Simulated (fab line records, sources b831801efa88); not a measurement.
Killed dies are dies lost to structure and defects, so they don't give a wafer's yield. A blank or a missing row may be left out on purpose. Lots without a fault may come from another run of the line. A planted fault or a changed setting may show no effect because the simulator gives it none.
Tool commonality check | flow gf180mcu | 13 lots, 39 wafers sampled

WHY IT WAS OPENED
At GF_HV_LDD_RS_MEAS_53 the reading HV_LDD_RS is flagged on 2 of 13 lots. Wafers without a fault read 418.2 ohm/sq, standard deviation 0.95.
Rule: a lot is flagged when every wafer of it that has a number lies more than 4 standard deviations from that mean, or none has a number. The other lots count as sound.

lot  | measured     | on            | HV_LDD_RS (ohm/sq), wafer by wafer | flag
L644 | day 12 09:43 | film_metro-03 | 417.6 417.8 418.7                  |
L645 | day 12 16:16 | film_metro-03 | 419.2 419.3 418.8                  |
L646 | day 12 20:56 | film_metro-04 | 419.5 418.4 418.8                  |
L647 | day 13 13:00 | film_metro-02 | 416.6 417.2 417.1                  |
L648 | day 13 18:53 | film_metro-03 | 417.6 417.8 416.8                  |
L649 | day 13 23:33 | film_metro-02 | 418.6 417.8 418.5                  |
L657 | day 16 19:04 | film_metro-02 | 426.5 427.0 427.8                  | FLAGGED
L658 | day 16 23:50 | film_metro-02 | 426.9 426.3 426.1                  | FLAGGED
L660 | day 17 15:23 | film_metro-04 | 416.1 417.2 417.7                  |
L661 | day 17 22:44 | film_metro-02 | 417.6 418.0 418.9                  |
L664 | day 19 03:08 | film_metro-02 | 419.1 418.4 420.0                  |
L665 | day 19 07:35 | film_metro-04 | 416.2 417.5 417.6                  |
L667 | day 20 06:13 | film_metro-04 | 420.1 418.8 419.2                  |
The numbers of the flagged lots are 426.8 ohm/sq on average: +8.6 ohm/sq against the usual, or +9 standard deviations.

WHICH TOOL RAN EACH LOT
The record holds 1 process step before the reading, out of a route of 602 steps. In each cell: the tool, then ch and the chambers that the sampled wafers went through, then the start.
lot  | flag    | GF_HV_LDD_IMPLANT_35
L644 |         | implanter-01 ch 0, day 11 13:53
L645 |         | implanter-01 ch 0, day 11 20:03
L646 |         | implanter-01 ch 0, day 12 00:46
L647 |         | implanter-01 ch 0, day 12 16:27
L648 |         | implanter-03 ch 0, day 12 22:21
L649 |         | implanter-02 ch 0, day 13 02:44
L657 | FLAGGED | implanter-02 ch 0, day 15 20:13
L658 | FLAGGED | implanter-02 ch 0, day 16 01:28
L660 |         | implanter-03 ch 0, day 16 16:22
L661 |         | implanter-01 ch 0, day 16 23:13
L664 |         | implanter-01 ch 0, day 18 02:37
L665 |         | implanter-01 ch 0, day 18 07:40
L667 |         | implanter-01 ch 0, day 19 05:19
What these steps do:
- GF_HV_LDD_IMPLANT_35
- GF_HV_LDD_RS_MEAS_53: measures by four-point-probe.

FLAGGED OVER TOTAL, TOOL BY TOOL (the gauges that took the reading come last)
step                 | tool          | lots run | flagged | share of the flagged lots | sound lots run after its first flagged lot
GF_HV_LDD_IMPLANT_35 | implanter-01  | 8        | 0       | none                      | -
GF_HV_LDD_IMPLANT_35 | implanter-02  | 3        | 2       | all                       | 0
GF_HV_LDD_IMPLANT_35 | implanter-03  | 2        | 0       | none                      | -
GF_HV_LDD_RS_MEAS_53 | film_metro-02 | 6        | 2       | all                       | 2 (L661,L664)
GF_HV_LDD_RS_MEAS_53 | film_metro-03 | 3        | 0       | none                      | -
GF_HV_LDD_RS_MEAS_53 | film_metro-04 | 4        | 0       | none                      | -

WHAT THE TABLE ALLOWS
2 rows of the table ran every flagged lot: implanter-02 at GF_HV_LDD_IMPLANT_35, film_metro-02 at GF_HV_LDD_RS_MEAS_53.
- implanter-02 at GF_HV_LDD_IMPLANT_35: 2 of its 3 lots flagged. Its last sound lot is L649 (day 13 02:44), its first flagged lot L657 (day 15 20:13): a fault that began between those two fits. Its own readings lie more than 4 standard deviations out on every wafer of the flagged lots: dose_ions_cm2, faraday_current_uA.
- film_metro-02 at GF_HV_LDD_RS_MEAS_53: 2 of its 6 lots flagged. Sound lots ran on it after the first flagged one (L661, L664), which a lasting fault on the whole tool wouldn't allow.
One tool is left: implanter-02 at GF_HV_LDD_IMPLANT_35.

WHAT THE SIMULATOR HAD PUT IN
Process parameter drift: implanter-02, from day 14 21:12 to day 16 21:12, at GF_HV_LDD_IMPLANT_35. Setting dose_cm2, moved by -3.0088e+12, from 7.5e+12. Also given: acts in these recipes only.
Lots struck among those shown: L657, L658. The rule above found the same.
